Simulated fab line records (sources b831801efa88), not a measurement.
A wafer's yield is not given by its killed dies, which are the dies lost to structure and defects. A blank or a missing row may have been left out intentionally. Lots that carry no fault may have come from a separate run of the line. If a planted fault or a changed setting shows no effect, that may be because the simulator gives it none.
Struck lot and sound lot, side by side | flow sky130 | 32 out of 708 route steps
Sound: wafers L138.1, L138.4, L138.5. The struck wafers were L146.3, L146.4, L146.6. The cause is named last.
Order at every step that has rows: each side's tool, ch and its chambers, its first start. Under that, the readings that differ: sound wafers | struck wafers | difference of the means | sigmas: that difference in standard deviations of wafers without a fault.
alike: readings with means less than 2 such deviations apart, plus words and numbers identical on both sides. not compared: withheld readings, readings lacking a value on some wafer, bounds such as >300 that could conceal the same value, and numbers that have no deviation in the record and whose values overlap.
A row with sigmas, a row that says differs or no value, or rows on one side alone: a step with any of these is where the two part. Numbers that have no deviation but don't overlap get no sigmas and don't part them. A reading that every wafer of one side lacks parts them only if that side has two wafers or more.

first, 3 steps without rows for these wafers: SKY_VIA1_STRIP_17 (strips in post etch residue remover, time 1200 s); SKY_VIA1_CLEAN_18 (cleans in IPA, time 180 s); SKY_VIA1_CLEAN_19 (cleans in O3/DIW).
SKY_VIA1_SPUTTER_20: material TiN, target thk 20 nm, time 80 s.
  sound on pvdSputter-01, day 35 09:34; struck on pvdSputter-01, day 37 17:25
  alike: throttleValvePct
then, 1 step without rows for these wafers: SKY_VIA1_CVD_21 (deposits W, target thk 270 nm, time 80.902 s).
SKY_VIA1_RS_MEAS_22: a four-point-probe measurement.
  sound on filmMetro-03, day 35 09:43; struck on filmMetro-03, day 37 17:36
  alike: VIA1_W_RS
SKY_VIA1_THK_MEAS_23: measures by xrf.
  sound on filmMetro-03, day 35 09:50; struck on filmMetro-03, day 37 17:42
  alike: VIA1_W_THK
then, 1 step without rows for these wafers: SKY_VIA1_CMP_24 (polishes, stops on SiO2, t overpolish 15 s, target thk 0 nm).
SKY_METAL2_SPUTTER_00: material Ti, target thk 15 nm, time 10 s.
  sound on pvdSputter-03, day 35 10:22; struck on pvdSputter-03, day 37 18:02
  alike: throttleValvePct
then, 2 steps without rows for these wafers: SKY_METAL2_SPUTTER_01 (material TiN, target thk 20 nm, time 16.7 s); SKY_METAL2_SPUTTER_02 (material AlCu, target thk 250 nm, time 13.79 s).
SKY_METAL2_SPUTTER_03: material Ti, target thk 5 nm, time 3.3 s.
  sound on pvdSputter-03, day 35 10:26; struck on pvdSputter-03, day 37 18:07
  alike: throttleValvePct
SKY_METAL2_SPUTTER_04: material TiN, target thk 70 nm, time 58.3 s.
  sound on pvdSputter-03, day 35 10:28; struck on pvdSputter-03, day 37 18:08
reading                                   | sound             | struck            | difference | sigmas
model.TiN_of_METAL2_SPUTTER_04.thkNm (nm) | 70.59 69.56 70.44 | 43.64 44.27 44.12 | -26.19     | 
  alike: throttleValvePct
SKY_METAL2_RS_MEAS_05: a four-point-probe measurement.
  sound on filmMetro-03, day 35 10:31; struck on filmMetro-01, day 37 18:13
  alike: METAL2_ALCU_RS
SKY_METAL2_THK_MEAS_06: measures by xrf.
  sound on filmMetro-03, day 35 10:38; struck on filmMetro-01, day 37 18:19
reading              | sound             | struck            | difference | sigmas
METAL2_ALCU_THK (nm) | 260.4 261.4 261.8 | 271.3 270.3 272.9 | +10.3      | +4
then, 8 steps without rows for these wafers: SKY_METAL2_DEHYDRATE_07 (time 60 s); SKY_METAL2_HMDS_08 (prime time 60 s); SKY_METAL2_COAT_09 (resist thk 60 nm); SKY_METAL2_COAT_10 (resist thk 450 nm); SKY_METAL2_SOFTBAKE_11 (time 90 s); SKY_METAL2_EXPOSE_12 (exposes mask MM2, target cd 140 nm); SKY_METAL2_PEB_13; SKY_METAL2_DEVELOP_14 (develop time 60 s).
SKY_METAL2_CD_MEAS_15: target cd 140 nm.
  sound on cdSem-02, day 36 13:17; struck on cdSem-01, day 38 19:39
  alike: cdNm
SKY_METAL2_OVL_MEAS_16:
  sound on overlay-01, day 36 13:25; struck on overlay-02, day 38 19:44
  alike: METAL2_OVL
SKY_METAL2_DESCUM_17: chemistry O2, time 8 s.
  sound on rieMetal-04 ch 0,1, day 36 13:27; struck on rieMetal-01 ch 0,1, day 38 19:47
  alike: drypumpMotorCurrentA, oesProductAu
  not compared: rfHoursCounterH
then, 1 step without rows for these wafers: SKY_METAL2_ETCH_18 (etches BARC in N2/H2, stops on SiO2, time 45.9 s, target depth 60 nm).
SKY_METAL2_METAL_ETCH_19: etches the open film in Cl2/BCl3, stops on SiO2, target depth 360 nm, time 78 s.
  sound on rieMetal-04 ch 0,1, day 36 13:32; struck on rieMetal-01 ch 0,1, day 38 19:53
  alike: drypumpMotorCurrentA, oesProductAu, throttleValvePct
  not compared: rfHoursCounterH
then, 1 step without rows for these wafers: SKY_METAL2_STRIP_20 (strips in O2/N2).
SKY_METAL2_STRIP_21: strips in post etch residue remover, time 1200 s.
  sound on wetBench-01 ch 0, day 36 13:44; struck on wetBench-04 ch 2, day 38 20:03
reading                                   | sound             | struck            | difference | sigmas
model.TiN_of_METAL2_SPUTTER_04.thkNm (nm) | 70.17 69.14 70.02 | 43.22 43.85 43.69 | -26.19     | 
then, 1 step without rows for these wafers: SKY_METAL2_CLEAN_22 (cleans in IPA, time 180 s).
-- the record jumps here: 10 days lie between the struck wafers' starts before and after (it left off in module METAL2 and takes up again in module PAD_OPEN, whose first step shown is number 708 of the route) --
SKY_PAD_OPEN_PROBE_99:
  sound on prober-02, day 46 21:07; struck on prober-02, day 48 17:40
  alike: defectLimitedYield, killed_at_M0_to_M3, killed_at_M4_up, killedAtContacts, killedAtFrontEnd, killedAtOther, killedDies, killedOpen, killedShort, sort_bin_3_pad_short, sort_bin_5_function, sort_bin_6_memory, sortNPass, sortYieldPct
  not compared: model.etest.via2Chain.rcOhm

WHERE THEY PART
Only at SKY_METAL2_THK_MEAS_06, as far as this record shows. Later steps at which nothing parts them and some readings are alike: SKY_METAL2_CD_MEAS_15, SKY_METAL2_OVL_MEAS_16, SKY_METAL2_DESCUM_17, SKY_METAL2_METAL_ETCH_19, SKY_PAD_OPEN_PROBE_99.

WHY: what had been put in by the simulator
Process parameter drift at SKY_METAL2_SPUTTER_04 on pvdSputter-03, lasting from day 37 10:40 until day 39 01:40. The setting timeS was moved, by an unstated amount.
